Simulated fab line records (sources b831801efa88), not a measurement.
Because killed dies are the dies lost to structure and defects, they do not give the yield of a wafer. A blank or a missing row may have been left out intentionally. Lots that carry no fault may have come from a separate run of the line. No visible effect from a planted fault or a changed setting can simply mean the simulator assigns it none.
A struck lot beside a sound one    flow sky130    43 steps out of a route of 708
Sound: these wafers, L874.2, L874.3, L874.6. Struck: wafer L881.4 (left out: L881.2, L881.5 of the same lot, which were not struck); the cause appears at the end.
Per side, at each step with rows, come the tool, then ch with its chambers, and then its first start. Under that, the readings that differ: sound wafers    struck wafers    difference of the means    sigmas: that difference in standard deviations of wafers without a fault.
alike: readings whose means differ by less than 2 such deviations, and words and numbers that are the same on both sides. not compared: withheld readings, readings that some wafer has no value for, bounds like >300 that may hide the same value, and numbers for which the record gives no deviation and whose values overlap.
The two part at a step that has a row with sigmas, a row that says differs or no value, or rows on one side only. Non-overlapping numbers with no deviation appear without sigmas and do not part them. A reading that every wafer of one side lacks parts them only if that side has two wafers or more.

SKY_VIA3_STRIP_16: strips in O2/N2.
  sound on plasmaAsher-04 ch 0,1, day 43 10:25; struck on plasmaAsher-04 ch 1, day 45 02:28
reading              sound              struck  difference  sigmas
oesProductAu (a.u.)  0.395 0.410 0.394  0.412   +0.012      +3
  alike: drypumpMotorCurrentA, stripTimeToEndpointS
  not compared: rfHoursCounterH
then, 5 steps without rows for these wafers: SKY_VIA3_STRIP_17 (strips in post etch residue remover, time 1200 s); SKY_VIA3_CLEAN_18 (cleans in IPA, time 180 s); SKY_VIA3_CLEAN_19 (cleans in O3/DIW); SKY_VIA3_SPUTTER_20 (material TiN, target thk 20 nm, time 80 s); SKY_VIA3_CVD_21 (deposits W, target thk 390 nm, time 117.31 s).
SKY_VIA3_RS_MEAS_22: a four-point-probe measurement.
  struck on filmMetro-01, day 45 03:16; sound on filmMetro-02, day 43 11:14
  alike: VIA3_W_RS
SKY_VIA3_THK_MEAS_23: measures by xrf.
  struck on filmMetro-01, day 45 03:23; sound on filmMetro-02, day 43 11:21
  alike: VIA3_W_THK
then, 2 steps without rows for these wafers: SKY_VIA3_CMP_24 (polishes, stops on SiO2, t overpolish 20 s, target thk 0 nm); SKY_METAL4_SPUTTER_00 (material Ti, target thk 15 nm, time 10 s).
SKY_METAL4_SPUTTER_01: material TiN, target thk 20 nm, time 16.7 s.
  struck on pvdSputter-01, day 45 03:45; sound on pvdSputter-01, day 43 11:44
  alike: throttleValvePct
then, 1 step without rows for these wafers: SKY_METAL4_SPUTTER_02 (material AlCu, target thk 735 nm, time 39.1 s).
SKY_METAL4_SPUTTER_03: material Ti, target thk 5 nm, time 3.3 s.
  struck on pvdSputter-01, day 45 03:49; sound on pvdSputter-01, day 43 11:47
  alike: throttleValvePct
SKY_METAL4_SPUTTER_04: material TiN, target thk 70 nm, time 58.3 s.
  struck on pvdSputter-01, day 45 03:50; sound on pvdSputter-01, day 43 11:49
  alike: throttleValvePct
then, 1 step without rows for these wafers: SKY_CAP2M_CVD_00 (deposits SiO2, target thk 15.5 nm).
SKY_CAP2M_THK_MEAS_01:
  struck on filmMetro-03, day 45 03:56; sound on filmMetro-04, day 43 11:54
  alike: CAP2M_CVD_00_THK
SKY_CAP2M_SPUTTER_02: material TiN, target thk 200 nm, time 166.7 s.
  struck on pvdSputter-04, day 45 03:59; sound on pvdSputter-04, day 43 11:57
  alike: throttleValvePct
SKY_CAP2M_RS_MEAS_03: a four-point-probe measurement.
  struck on filmMetro-02, day 45 04:07; sound on filmMetro-03, day 43 12:05
  alike: CAP2M_TIN_RS
SKY_CAP2M_THK_MEAS_04: measures by xrf.
  struck on filmMetro-02, day 45 04:13; sound on filmMetro-03, day 43 12:11
  alike: CAP2M_TIN_THK
then, 7 steps without rows for these wafers: SKY_CAP2M_DEHYDRATE_05 (time 60 s); SKY_CAP2M_HMDS_06 (prime time 60 s); SKY_CAP2M_COAT_07 (resist thk 1140 nm); SKY_CAP2M_SOFTBAKE_08 (time 60 s); SKY_CAP2M_EXPOSE_09 (exposes mask CAP2M, target cd 1000 nm); SKY_CAP2M_PEB_10; SKY_CAP2M_DEVELOP_11 (develop time 60 s).
SKY_CAP2M_OVL_MEAS_12:
  struck on overlay-01, day 46 01:40; sound on overlay-01, day 44 10:38
  alike: CAP2M_OVL
SKY_CAP2M_METAL_ETCH_13: etches TiN in Cl2/BCl3, stops on SiO2, target depth 220 nm, time 62.9 s.
  sound on rieMetal-01 ch 0,1, day 44 10:40; struck on rieMetal-04 ch 1, day 46 01:42
reading                   sound              struck  difference  sigmas
drypumpMotorCurrentA (A)  5.66 5.68 5.66     5.21    -0.46       -3
oesProductAu (a.u.)       0.947 0.941 0.938  0.927   -0.015      -2
  alike: throttleValvePct
  not compared: rfHoursCounterH
then, 12 steps without rows for these wafers: SKY_CAP2M_STRIP_14 (strips in O2/N2); SKY_CAP2M_STRIP_15 (strips in post etch residue remover, time 1200 s); SKY_CAP2M_CLEAN_16 (cleans in IPA, time 180 s); SKY_CAP2M_CLEAN_17 (cleans in O3/DIW); SKY_METAL4_DEHYDRATE_05 (time 60 s); SKY_METAL4_HMDS_06 (prime time 60 s); SKY_METAL4_COAT_07 (resist thk 60 nm); SKY_METAL4_COAT_08 (resist thk 1140 nm); SKY_METAL4_SOFTBAKE_09 (time 90 s); SKY_METAL4_EXPOSE_10 (exposes mask MM4, target cd 300 nm); SKY_METAL4_PEB_11; SKY_METAL4_DEVELOP_12 (develop time 60 s).
SKY_METAL4_CD_MEAS_13: the cd target is 300 nm.
  struck on cdSem-01, day 46 23:20; sound on cdSem-02, day 45 09:35
  alike: cdNm
SKY_METAL4_OVL_MEAS_14:
  struck on overlay-01, day 46 23:26; sound on overlay-02, day 45 09:41
  alike: METAL4_OVL
-- the record jumps here: 3 days lie between the struck wafers' starts before and after (it left off in module METAL4 and takes up again in module PAD_OPEN, whose first step shown is number 708 of the route) --
SKY_PAD_OPEN_PROBE_99:
  struck on prober-02, day 50 06:55; sound on prober-01, day 48 23:16
reading                                sound              struck  difference  sigmas
defectLimitedYield (%)                 86.0 85.8 80.5     74.0    -10.1       -5
killed_at_M4_up                        3 5 1              58      +55         +32
killedDies                             69 70 96           128     +50         +5
sort_bin_3_pad_short (%)               0.4 1.2 1.6        2.6     +1.5        +4
sort_bin_5_function (%)                7.3 8.1 10.6       16.1    +7.4        +5
sortNPass                              423 422 396        364     -50         -5
sortYieldPct (%)                       86.0 85.8 80.5     74.0    -10.1       -5
model.etest.tester.sortNPass           423 422 396        364     -50         
model.etest.tester.sortYieldPct (%)    85.98 85.77 80.49  73.98   -10.10      
model.etest.tester.sort_bin_5_pct (%)  7.317 8.13 10.57   16.06   +7.39       
model.etest.tester.sort_bin_3_pct (%)  0.4065 1.22 1.626  2.642   +1.558      
  alike: killed_at_M0_to_M3, killedAtContacts, killedAtFrontEnd, killedAtOther, killedOpen, killedShort, sort_bin_6_memory

## WHERE THEY PART
First at SKY_VIA3_STRIP_16; last, within this record, at SKY_PAD_OPEN_PROBE_99.

WHY: the cause the simulator had injected
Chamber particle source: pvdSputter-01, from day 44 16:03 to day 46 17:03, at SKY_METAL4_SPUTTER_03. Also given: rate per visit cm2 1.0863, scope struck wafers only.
